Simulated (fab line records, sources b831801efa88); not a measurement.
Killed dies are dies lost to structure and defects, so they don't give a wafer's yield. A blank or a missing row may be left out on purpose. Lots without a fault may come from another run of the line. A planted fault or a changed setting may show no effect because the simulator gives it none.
A struck lot beside a sound one | flow sky130 | 15 steps out of a route of 708
Sound: wafers L480.1, L480.2, L480.5. Struck: wafers L490.1, L490.4, L490.5. The cause comes at the end.
At each step with rows: each side's tool, then ch and its chambers, then its first start. Under that, the readings that differ: sound wafers | struck wafers | difference of the means | sigmas: that difference in standard deviations of wafers without a fault.
alike: readings whose means differ by less than 2 such deviations, and words and numbers that are the same on both sides. not compared: withheld readings, readings that some wafer has no value for, bounds like >300 that may hide the same value, and numbers for which the record gives no deviation and whose values overlap.
The two part at a step that has a row with sigmas, a row that says differs or no value, or rows on one side only. Numbers that don't overlap but have no deviation are shown without sigmas and don't part them. A reading that every wafer of one side lacks parts them only if that side has two wafers or more.

SKY_LI_CONTACT_SPUTTER_20: material TiN, target thk 20 nm, time 80 s.
  sound on pvd_sputter-03, day 31 05:40; struck on pvd_sputter-04, day 33 23:08
  alike: throttle_valve_pct
SKY_LI_CONTACT_CVD_21: deposits W, target thk 400 nm, time 120.56 s.
  sound on cvd_w-02 ch 0,1, day 31 05:44; struck on cvd_w-02 ch 0,1, day 33 23:12
  alike: chamber_pressure_Torr, heater_power_w
SKY_LI_CONTACT_RS_MEAS_22: measures by four-point-probe.
  sound on film_metro-02, day 31 05:51; struck on film_metro-04, day 33 23:19
  alike: LI_CONTACT_W_RS
SKY_LI_CONTACT_THK_MEAS_23: measures by xrf.
  sound on film_metro-02, day 31 05:58; struck on film_metro-04, day 33 23:26
  alike: LI_CONTACT_W_THK
SKY_LI_CONTACT_CMP_24: polishes, stops on PSG, t overpolish 20 s, target thk 0 nm.
  sound on cmp-02 ch 0,2,3, day 31 06:08; struck on cmp-01 ch 0,1,2, day 33 23:30
  reading                | sound     | struck   | difference | sigmas
  time_to_endpoint_s (s) | 101 96 96 | 89 85 90 | -10        | -2
  alike: motor_current_A, overpolish_run_s
SKY_LOCAL_INTERCONNECT_SPUTTER_00: material TiN, target thk 100 nm, time 83.3 s.
  sound on pvd_sputter-02, day 31 06:20; struck on pvd_sputter-02, day 33 23:48
  alike: throttle_valve_pct
SKY_LOCAL_INTERCONNECT_RS_MEAS_01: measures by four-point-probe.
  sound on film_metro-01, day 31 06:24; struck on film_metro-01, day 33 23:52
  alike: LOCAL_INTERCONNECT_TIN_RS
SKY_LOCAL_INTERCONNECT_THK_MEAS_02: measures by xrf.
  sound on film_metro-01, day 31 06:31; struck on film_metro-01, day 33 23:59
  alike: LOCAL_INTERCONNECT_TIN_THK
then, 4 steps without rows for these wafers: SKY_LOCAL_INTERCONNECT_DEHYDRATE_03 (time 60 s); SKY_LOCAL_INTERCONNECT_HMDS_04 (prime time 60 s); SKY_LOCAL_INTERCONNECT_COAT_05 (resist thk 60 nm); SKY_LOCAL_INTERCONNECT_COAT_06 (resist thk 450 nm).
SKY_LOCAL_INTERCONNECT_SOFTBAKE_07: time 90 s.
  sound on litho_track-04 ch 0, day 31 20:00; struck on litho_track-03 ch 0, day 34 12:00
  reading                  | sound                | struck            | difference | sigmas
  heater_power_total_W (W) | 57.44 57.35 57.21    | 62.73 63.09 62.90 | +5.57      | +46
  run_length_s (s)         | 119.04 118.85 118.90 | 96.84 96.88 96.80 | -22.09     | -99 or more
then, 1 step without rows for these wafers: SKY_LOCAL_INTERCONNECT_EXPOSE_08 (exposes mask LI1M, target cd 170 nm).
-- the record jumps here: 15 days lie between the struck wafers' starts before and after (it left off in module LOCAL_INTERCONNECT and takes up again in module PAD_OPEN, whose first step shown is number 708 of the route) --
SKY_PAD_OPEN_PROBE_99:
  sound on prober-02, day 47 08:11; struck on prober-01, day 49 06:55
  alike: killed_at_M0_to_M3, killed_at_M4_up, killed_at_contacts, killed_at_front_end, killed_at_other, killed_dies, killed_open, killed_short

WHERE THEY PART
First at SKY_LI_CONTACT_CMP_24; last, within this record, at SKY_LOCAL_INTERCONNECT_SOFTBAKE_07. Later steps at which nothing parts them and some readings are alike: SKY_PAD_OPEN_PROBE_99.

WHY: what the simulator had put in
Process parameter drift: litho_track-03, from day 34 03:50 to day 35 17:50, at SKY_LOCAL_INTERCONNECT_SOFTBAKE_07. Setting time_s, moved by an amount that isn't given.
